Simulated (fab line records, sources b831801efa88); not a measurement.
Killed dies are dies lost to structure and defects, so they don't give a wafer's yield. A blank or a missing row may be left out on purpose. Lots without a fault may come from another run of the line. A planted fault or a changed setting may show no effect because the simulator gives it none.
Which tool did it? | flow sky130 | 14 lots, 42 wafers sampled, at 2 steps of a route of 708

WHAT THE GAUGES READ, wafer by wafer
SKY_LOCAL_INTERCONNECT_THK_MEAS_02: measures by xrf. Usual: LOCAL_INTERCONNECT_TIN_THK 98.7 nm, standard deviation 1.1.
lot  | measured     | on            | LOCAL_INTERCONNECT_TIN_THK (nm) | flag
L330 | day 30 10:18 | film_metro-02 | 98.2 97.8 97.3                  |
L334 | day 31 14:32 | film_metro-02 | 97.8 97.5 98.0                  |
L335 | day 31 21:21 | film_metro-04 | 98.5 98.7 98.4                  |
L336 | day 32 13:49 | film_metro-01 | 100.8 101.7 99.8                |
L337 | day 32 20:10 | film_metro-04 | 98.9 100.3 99.9                 |
L338 | day 33 03:44 | film_metro-02 | 99.1 100.2 99.7                 |
L339 | day 33 08:03 | film_metro-02 | 99.4 100.2 99.2                 |
L340 | day 33 19:46 | film_metro-01 | 98.6 100.5 99.6                 |
L343 | day 34 17:19 | film_metro-04 | 98.2 98.9 99.1                  |
L345 | day 35 13:49 | film_metro-04 | 100.3 100.3 100.2               |
L346 | day 35 17:24 | film_metro-01 | 99.5 99.3 99.2                  |
L347 | day 35 19:28 | film_metro-02 | 99.1 98.7 98.5                  |
L349 | day 36 11:19 | film_metro-02 | 98.9 97.7 97.5                  |
L350 | day 36 20:46 | film_metro-01 | 98.8 98.6 97.6                  |

SKY_LOCAL_INTERCONNECT_CD_MEAS_11: target cd 170 nm. Usual: cd_nm 169.6 nm, standard deviation 1.7.
lot  | measured     | on        | cd_nm (nm)        | flag
L330 | day 31 15:01 | cd_sem-02 | 167.8 167.3 167.3 |
L334 | day 32 18:11 | cd_sem-01 | 169.8 171.1 171.2 |
L335 | day 33 01:01 | cd_sem-01 | 170.0 170.6 170.0 |
L336 | day 33 16:35 | cd_sem-02 | 168.2 170.6 169.8 |
L337 | day 33 23:18 | cd_sem-02 | 171.6 170.9 173.0 |
L338 | day 34 07:37 | cd_sem-01 | 170.9 169.7 170.6 |
L339 | day 34 11:40 | cd_sem-02 | 168.2 167.4 166.0 |
L340 | day 34 22:45 | cd_sem-01 | 171.9 173.8 172.4 |
L343 | day 35 20:34 | cd_sem-02 | 172.0 170.7 171.2 |
L345 | day 36 16:41 | cd_sem-02 | 168.8 167.5 168.0 |
L346 | day 36 20:12 | cd_sem-02 | 167.7 167.2 166.7 |
L347 | day 36 22:16 | cd_sem-01 | 171.4 172.0 172.4 |
L349 | day 37 13:22 | cd_sem-01 | 171.5 173.0 169.9 |
L350 | day 38 00:00 | cd_sem-02 | 170.0 170.4 169.9 |

WHICH TOOL RAN EACH LOT (tool, then ch and the chambers of the sampled wafers, then the start)
The record holds no process step before these readings.

WHAT THE TOOLS THEMSELVES READ (means of the sampled wafers that have a number; where no wafer has one, the mark that the record gives instead)
The record holds no such reading with a usual standard deviation.

THE ANSWER, worked out from the rows above alone
Rule: a lot is off if the mean of its wafers that have a number lies more than 3 standard deviations from the usual mean. A lot without any number at a reading at which 4 lots or more have one is off too. The other lots that the step has rows for count as sound. The gauges are gone through in route order, then the tools' own readings, and for those a lot's mean is taken as printed above. The first step at which some lot is off is used, and at that step the reading that is off furthest; a lot without a number counts as furthest.
No lot is off at any reading shown: from this, nothing can be told.

WHAT THE SIMULATOR HAD PUT IN
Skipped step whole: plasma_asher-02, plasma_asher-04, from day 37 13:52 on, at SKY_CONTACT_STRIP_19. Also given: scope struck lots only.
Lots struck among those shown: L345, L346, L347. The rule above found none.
